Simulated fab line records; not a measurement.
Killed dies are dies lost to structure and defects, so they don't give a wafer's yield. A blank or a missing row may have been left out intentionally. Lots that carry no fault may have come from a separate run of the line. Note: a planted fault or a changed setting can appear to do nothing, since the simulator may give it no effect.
Which tool was responsible? | flow gf180mcu | 12 lots, 36 wafers sampled, at 2 steps of a route of 602

## WHAT EACH GAUGE READ, for each wafer
GF_HV_LDD_CD_MEAS_46: the cd target is 400 nm.
lot  | measured     | on        | cd nm (nm)
L075 | day 12 18:14 | cd sem-01 | 397.6 396.5 399.6
L077 | day 13 14:17 | cd sem-01 | 400.9 400.7 402.3
L079 | day 14 06:10 | cd sem-02 | 397.1 401.2 399.2
L081 | day 14 20:36 | cd sem-01 | 400.7 402.6 400.3
L083 | day 15 13:16 | cd sem-01 | 400.7 400.2 401.1
L085 | day 16 04:45 | cd sem-01 | 399.9 398.9 396.0
L087 | day 16 20:10 | cd sem-02 | 400.7 399.2 400.0
L089 | day 17 14:53 | cd sem-02 | 398.8 395.4 396.4
L091 | day 18 06:34 | cd sem-01 | 398.8 400.0 402.0
L093 | day 19 00:20 | cd sem-02 | 396.1 397.6 396.1
L095 | day 19 17:19 | cd sem-01 | 398.7 398.8 398.6
L097 | day 20 08:40 | cd sem-02 | 396.9 398.9 397.3

## WHICH TOOL RAN EACH LOT (tool, then ch and the chambers of the sampled wafers, then the start)
lot  | GF_STI_ETCH_14
L075 | rie si-02 ch 0,1,3, day 2 06:31
L077 | rie si-01 ch 0,1, day 2 17:25
L079 | rie si-02 ch 2,3, day 3 04:04
L081 | rie si-01 ch 0,3, day 3 14:46
L083 | rie si-02 ch 0,1,3, day 3 23:31
L085 | rie si-02 ch 1,2,3, day 4 10:39
L087 | rie si-02 ch 2,3, day 4 21:26
L089 | rie si-01 ch 1,3, day 5 06:12
L091 | rie si-02 ch 0,1,3, day 5 17:09
L093 | rie si-02 ch 1,2, day 6 03:01
L095 | rie si-01 ch 0,1, day 6 15:41
L097 | rie si-02 ch 1,2,3, day 6 23:49
- GF_STI_ETCH_14: etches Si in HBr/Cl2/O2, target depth 360 nm, time 102.9 s.

## THE ANSWER, worked out from the rows above alone
Rule: the usual values come from the lots themselves. The widest of any qualifying gaps counts: lots, ordered by their means at a reading, are off when they make up no more than a third of the lots, leave a main group of 4 or more, and stand apart from it by 3 or more times the standard deviation of that group's means. The tables above print the reading to a certain number of digits; a main group whose means all agree to those digits is not used. A lot without any number at a reading at which 4 lots or more have one is off too. The other lots that the step has rows for count as sound.
Across all readings shown, no lot is off: no conclusion can be drawn from this.

## WHAT THE SIMULATOR HAD PUT IN
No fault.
